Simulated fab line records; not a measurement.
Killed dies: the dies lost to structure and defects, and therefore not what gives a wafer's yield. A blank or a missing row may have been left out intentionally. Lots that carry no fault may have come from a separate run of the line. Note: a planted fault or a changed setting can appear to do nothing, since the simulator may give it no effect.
fab line records    flow gf180mcu
record lots=15  wafers=45  lastDay=34
route steps=602 shown SALICIDE@284 CONTACT@300
lots untouched by any fault: they come from a run of this same line in which no faults occurred
startH: hours from the record's first day to the start of the lot's first wafer shown    waitH: hours from the lot's prior step to this one    " identical to the entry in the row above    L1.1+2: a row that stands for several wafers    - no value present, or no start provided    * or withheld: withheld    < > ~ a bound
route shown NAME@n: names a module that has steps shown in the file, with the first one's number in the route    usual: mean and standard deviation over wafers with no fault    same: alike in all rows    chamber/n: place in a boat    sites: readings site by site    _std_site: standard deviation across them    _edge_site: inner sites' mean taken away from outer sites' mean    radiusMm: how far each site lies from the wafer's centre    mask NAME#n: copy n    behind: tool/chamber where the wafer was last shaped    hold: why the lot went on hold/how many hours it stayed there/how the hold came to an end    device: the n, p or np transistor that did not switch    end of line: the tests these same wafers got at the end of their route    a step without rows: its recipe alone    killed: dies that structure and defects cost at the first sort, which is not the same as the wafer's yield    map: shows each die of a wafer: x if killed, . if not, _ if none is there
set.NAME: the run value of the setting; set.NAME@STEP: its run value at that earlier step    model.NAME: the simulator's own value behind a step, which no gauge read
a sample of lots followed through the steps of the route, with each step as a table and each wafer as a row
services: from which hour (startH, from the record's first day; less than 0 if before it) a tool's chamber was out of use, for how many hours, and why
## steps
# step GF_SALICIDE_RTA_06
# recipe tempC=530  timeS=30  ambient=N2
# usual lampPowerPct=6.17/0.066  wafer_temp_C_max=532.1/0.51
lot.wafer  tool          chamber  startH  waitH  lampPowerPct  wafer_temp_C_max
L732.3     rtpAnneal-02  0        338.30  0.1    6.26          532.6
L732.4     "             0        "       "      6.26          531.6
L732.6     "             0        "       "      6.25          532.1
L735.3     rtpAnneal-02  0        368.25  0.1    6.26          532.1
L735.5     "             0        "       "      6.26          531.9
L735.6     "             0        "       "      6.25          532.2
L736.2     rtpAnneal-01  0        376.76  0.1    6.12          532.2
L736.4     "             0        "       "      6.12          531.3
L736.5     "             0        "       "      6.12          531.6
L742.1     rtpAnneal-02  0        427.48  0.1    6.26          531.9
L742.2     "             0        "       "      6.25          532.3
L742.5     "             0        "       "      6.24          532.7
L743.3     rtpAnneal-01  0        439.71  0.1    6.13          531.8
L743.4     "             0        "       "      6.12          532.3
L743.5     "             0        "       "      6.11          532.0
L744.1     rtpAnneal-02  0        448.40  0.1    6.25          532.1
L744.3     "             0        "       "      6.25          531.5
L744.6     "             0        "       "      6.26          531.7
L745.1     rtpAnneal-01  0        459.46  0.1    6.11          532.3
L745.2     "             0        "       "      6.12          532.3
L745.6     "             0        "       "      6.12          532.2
L748.1     rtpAnneal-01  0        480.63  0.1    6.11          532.0
L748.4     "             0        "       "      6.12          532.1
L748.6     "             0        "       "      6.11          533.2
L749.1     rtpAnneal-01  0        488.12  0.1    6.12          532.5
L749.4     "             0        "       "      6.12          532.5
L749.6     "             0        "       "      6.11          531.8
L750.2     rtpAnneal-01  0        499.88  0.1    6.11          532.4
L750.4     "             0        "       "      6.12          532.1
L750.6     "             0        "       "      6.12          532.3
L751.1     rtpAnneal-01  0        511.87  0.1    6.13          532.4
L751.3     "             0        "       "      6.11          533.1
L751.4     "             0        "       "      6.11          531.9
L752.1     rtpAnneal-01  0        512.17  0.1    6.12          532.6
L752.2     "             0        "       "      6.10          532.3
L752.5     "             0        "       "      6.12          532.5
L753.1     rtpAnneal-01  0        519.47  0.1    6.11          533.5
L753.4     "             0        "       "      6.12          532.3
L753.5     "             0        "       "      6.11          532.3
L754.2     rtpAnneal-01  0        531.85  0.1    6.12          532.1
L754.3     "             0        "       "      6.11          532.4
L754.4     "             0        "       "      6.11          532.1
L755.2     rtpAnneal-02  0        538.64  0.1    6.26          532.2
L755.4     "             0        "       "      6.25          532.2
L755.5     "             0        "       "      6.25          531.6
# step GF_CONTACT_DEVELOP_13
# recipe developTimeS=60  resist=KrF  devTempC=21
# usual chillPlateTempC=23.00/0.1  developTimeS=60/0
lot.wafer  tool           chamber  startH  waitH  chillPlateTempC  developTimeS
L732.3     lithoTrack-02  0        358.67  0.1    22.99            60
L732.4     "              0        "       "      22.90            60
L732.6     "              0        "       "      22.94            60
L735.3     lithoTrack-04  0        392.09  0.1    23.19            60
L735.5     "              0        "       "      23.10            60
L735.6     "              0        "       "      23.07            60
L736.2     lithoTrack-02  0        400.44  0.2    23.00            60
L736.4     "              0        "       "      23.05            60
L736.5     "              0        "       "      22.92            60
L742.1     lithoTrack-04  0        452.79  0.2    23.22            60
L742.2     "              0        "       "      23.06            60
L742.5     "              0        "       "      23.01            60
L743.3     lithoTrack-04  -        464.74  0.1    -                -
L743.4     "              -        "       "      -                -
L743.5     "              -        "       "      -                -
L744.1     lithoTrack-02  -        473.37  0.2    -                -
L744.3     "              -        "       "      -                -
L744.6     "              -        "       "      -                -
L745.1     lithoTrack-02  -        484.82  0.2    -                -
L745.2     "              -        "       "      -                -
L745.6     "              -        "       "      -                -
L748.1     lithoTrack-02  0        505.27  0.2    23.08            60
L748.4     "              0        "       "      22.92            60
L748.6     "              0        "       "      22.99            60
L749.1     lithoTrack-02  0        512.67  0.2    23.17            60
L749.4     "              0        "       "      23.32            60
L749.6     "              0        "       "      23.08            60
L750.2     lithoTrack-01  0        524.01  0.2    23.12            60
L750.4     "              0        "       "      22.97            60
L750.6     "              0        "       "      23.04            60
L751.1     lithoTrack-04  0        535.99  0.2    22.95            60
L751.3     "              0        "       "      22.91            60
L751.4     "              0        "       "      22.97            60
L752.1     lithoTrack-02  0        537.32  0.2    23.02            60
L752.2     "              0        "       "      22.99            60
L752.5     "              0        "       "      23.04            60
L753.1     lithoTrack-02  0        542.67  0.2    22.95            60
L753.4     "              0        "       "      23.07            60
L753.5     "              0        "       "      22.93            60
L754.2     lithoTrack-02  0        555.14  0.2    23.07            60
L754.3     "              0        "       "      23.09            60
L754.4     "              0        "       "      22.89            60
L755.2     lithoTrack-01  0        561.86  0.2    23.17            60
L755.4     "              0        "       "      23.13            60
L755.5     "              0        "       "      23.05            60
# step GF_CONTACT_ETCH_16
# recipe chemistry=N2/H2  targetDepthA=withheld  overetchA=withheld  timeS=withheld  target=BARC  ionEnergyEv=200  sourceW=500  biasW=100  pressureMtorr=30  n2FlowSccm=100  h2FlowSccm=200
# usual drypumpMotorCurrentA=5.9/0.4  h2FlowSccm=199.9/0.6  oesProductAu=0.855/0.0043  throttleValvePct=13.224/0.0087
lot.wafer  tool        chamber  startH  waitH  drypumpMotorCurrentA  h2FlowSccm  oesProductAu  throttleValvePct
L732.3     rieDiel-04  3        358.93  0.0    6.4                   200.2       0.856         13.208
L732.4     "           1        "       "      5.0                   198.6       0.856         13.233
L732.6     "           3        "       "      6.3                   201.1       0.863         13.223
L735.3     rieDiel-04  0        392.35  0.0    6.1                   200.2       0.852         13.224
L735.5     "           3        "       "      6.4                   198.9       0.857         13.233
L735.6     "           2        "       "      5.6                   201.1       0.859         13.225
L736.2     rieDiel-03  1        400.73  0.0    6.5                   199.8       0.859         13.218
L736.4     "           3        "       "      5.6                   200.2       0.862         13.217
L736.5     "           0        "       "      5.8                   199.5       0.857         13.239
L742.1     rieDiel-02  3        453.10  0.0    6.2                   199.3       0.854         13.232
L742.2     "           1        "       "      5.5                   199.8       0.859         13.218
L742.5     "           0        "       "      6.2                   200.1       0.862         13.222
L743.3     rieDiel-02  0        465.00  0.0    6.2                   200.1       0.856         13.219
L743.4     "           2        "       "      5.7                   199.6       0.860         13.221
L743.5     "           3        "       "      6.2                   199.8       0.861         13.224
L744.1     rieDiel-02  1        473.67  0.0    5.5                   200.6       0.849         13.220
L744.3     "           2        "       "      5.7                   199.6       0.851         13.231
L744.6     "           3        "       "      6.2                   198.4       0.848         13.219
L745.1     rieDiel-04  1        485.12  0.0    5.0                   200.1       0.848         13.237
L745.2     "           3        "       "      6.3                   199.1       0.851         13.221
L745.6     "           1        "       "      4.9                   200.4       0.855         13.223
L748.1     rieDiel-02  0        505.57  0.0    6.2                   198.8       0.851         13.233
L748.4     "           1        "       "      5.5                   199.5       0.852         13.212
L748.6     "           1        "       "      5.5                   200.3       0.856         13.234
L749.1     rieDiel-03  1        512.97  0.0    6.5                   200.2       0.855         13.216
L749.4     "           2        "       "      6.4                   199.8       0.854         13.221
L749.6     "           3        "       "      5.6                   199.9       0.849         13.228
L750.2     rieDiel-03  2        524.29  0.0    6.3                   199.7       0.857         13.229
L750.4     "           1        "       "      6.5                   200.0       0.853         13.211
L750.6     "           1        "       "      6.5                   200.3       0.853         13.227
L751.1     rieDiel-02  2        536.29  0.0    5.7                   200.6       0.849         13.218
L751.3     "           3        "       "      6.2                   199.1       0.848         13.224
L751.4     "           0        "       "      6.2                   199.9       0.855         13.221
L752.1     rieDiel-03  2        537.62  0.0    6.3                   200.0       0.855         13.210
L752.2     "           3        "       "      5.6                   199.4       0.852         13.236
L752.5     "           0        "       "      5.8                   198.6       0.856         13.230
L753.1     rieDiel-02  3        542.97  0.0    6.2                   199.2       0.852         13.221
L753.4     "           1        "       "      5.5                   199.6       0.854         13.220
L753.5     "           1        "       "      5.5                   200.1       0.851         13.230
L754.2     rieDiel-02  0        555.42  0.0    6.2                   199.6       0.857         13.210
L754.3     "           1        "       "      5.6                   200.3       0.861         13.221
L754.4     "           3        "       "      6.2                   199.7       0.862         13.218
L755.2     rieDiel-04  0        562.14  0.0    6.1                   199.3       0.851         13.220
L755.4     "           1        "       "      5.0                   200.0       0.857         13.227
L755.5     "           3        "       "      6.4                   200.0       0.850         13.219
# step GF_CONTACT_SPUTTER_22
# recipe material=Ti  targetThkNm=15  chamberPressurePa=5  powerW=2500  substrateTempC=200  timeS=80.02
# usual throttleValvePct=29.9/1.3
lot.wafer  tool           chamber  startH  waitH  throttleValvePct
L732.3     pvdSputter-01  -        359.39  0.0    29.6
L732.4     "              -        "       "      32.2
L732.6     "              -        "       "      29.6
L735.3     pvdSputter-01  -        392.81  0.0    28.6
L735.5     "              -        "       "      32.1
L735.6     "              -        "       "      29.5
L736.2     pvdSputter-01  -        401.19  0.0    32.1
L736.4     "              -        "       "      29.0
L736.5     "              -        "       "      32.3
L742.1     pvdSputter-01  -        453.56  0.0    28.4
L742.2     "              -        "       "      32.2
L742.5     "              -        "       "      29.4
L743.3     pvdSputter-01  -        465.56  0.0    29.6
L743.4     "              -        "       "      29.3
L743.5     "              -        "       "      28.5
L744.1     pvdSputter-03  -        474.14  0.0    32.0
L744.3     "              -        "       "      30.9
L744.6     "              -        "       "      28.8
L745.1     pvdSputter-01  -        485.59  0.0    32.3
L745.2     "              -        "       "      28.4
L745.6     "              -        "       "      29.3
L748.1     pvdSputter-01  -        506.03  0.0    28.7
L748.4     "              -        "       "      32.0
L748.6     "              -        "       "      32.0
L749.1     pvdSputter-04  -        513.43  0.0    31.8
L749.4     "              -        "       "      30.5
L749.6     "              -        "       "      30.8
L750.2     pvdSputter-01  -        524.76  0.0    29.4
L750.4     "              -        "       "      28.6
L750.6     "              -        "       "      28.5
L751.1     pvdSputter-04  -        536.79  0.0    29.7
L751.3     "              -        "       "      30.8
L751.4     "              -        "       "      30.3
L752.1     pvdSputter-03  -        538.11  0.0    31.5
L752.2     "              -        "       "      31.0
L752.5     "              -        "       "      28.3
L753.1     pvdSputter-01  -        543.46  0.0    29.4
L753.4     "              -        "       "      28.8
L753.5     "              -        "       "      29.3
L754.2     pvdSputter-01  -        555.89  0.0    29.7
L754.3     "              -        "       "      28.4
L754.4     "              -        "       "      29.1
L755.2     pvdSputter-01  -        562.61  0.0    28.5
L755.4     "              -        "       "      29.3
L755.5     "              -        "       "      29.5
## services
tool           chamber  startH  hours  kind
rtpAnneal-02   -        329.40  3.4    pm
pvdSputter-01  -        346.82  5.3    repair
rieDiel-04     2        377.57  3.0    repair
lithoTrack-01  -        380.23  -      consumableReplace:filter
rieDiel-02     2        401.97  1.7    repair
rieDiel-03     3        402.91  7.3    repair
rieDiel-02     2        403.63  -      clean
rieDiel-02     2        403.63  25.0   scheduledDown
rieDiel-02     2        403.63  25.0   ventCycle
rieDiel-04     0        421.24  19.3   repair
pvdSputter-04  -        440.63  11.4   repair
rieDiel-04     2        461.07  -      clean
rieDiel-04     2        461.07  21.3   scheduledDown
rieDiel-04     2        461.07  21.3   ventCycle
pvdSputter-04  -        473.87  0.5    repair
rieDiel-03     2        476.10  -      clean
rieDiel-03     2        476.10  25.8   scheduledDown
rieDiel-03     2        476.10  25.8   ventCycle
pvdSputter-03  -        510.18  4.8    repair
pvdSputter-03  -        510.98  2.2    repair
rieDiel-03     1        513.53  6.3    repair
rieDiel-04     1        525.92  2.5    repair
rieDiel-04     1        531.04  4.5    repair
## key
firstSign step=GF_CONTACT_DEVELOP_13  reading=toolRecord  direction=missing
effect none on later readings
metAt GF_CONTACT_DEVELOP_13
struckLots L743,L744,L745
laterRowsLeftOut L743.3,L743.4,L743.5,L744.1,L744.3,L744.6,L745.1,L745.2,L745.6
sortLeftOut L743.3,L743.4,L743.5,L744.1,L744.3,L744.6,L745.1,L745.2,L745.6
testerLeftOut L743,L744,L745
notActingAt GF_SALICIDE_RTA_06,GF_CONTACT_ETCH_16,GF_CONTACT_SPUTTER_22
onsetBetween 452.79 464.74
fault kind=skippedStepWhole  tool=lithoTrack-02,lithoTrack-04  chamber=-  onsetH=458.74  steps=GF_CONTACT_DEVELOP_13  scope=struckLotsOnly
# testerLeftOut: of these lots the tester's yield and bins aren't shown, on N5 and GAA mostly nor the transistor test; their killed dies are dies lost to structure and defects alone, not to doping, threshold or leakage, so they don't give the yield
# sortLeftOut: the simulated sort isn't trusted on such a fault, so these wafers' sort isn't shown, and their yield isn't known
# laterRowsLeftOut: the simulator's readings of these wafers behind a module that went badly wrong aren't trusted and aren't shown, but for the sort
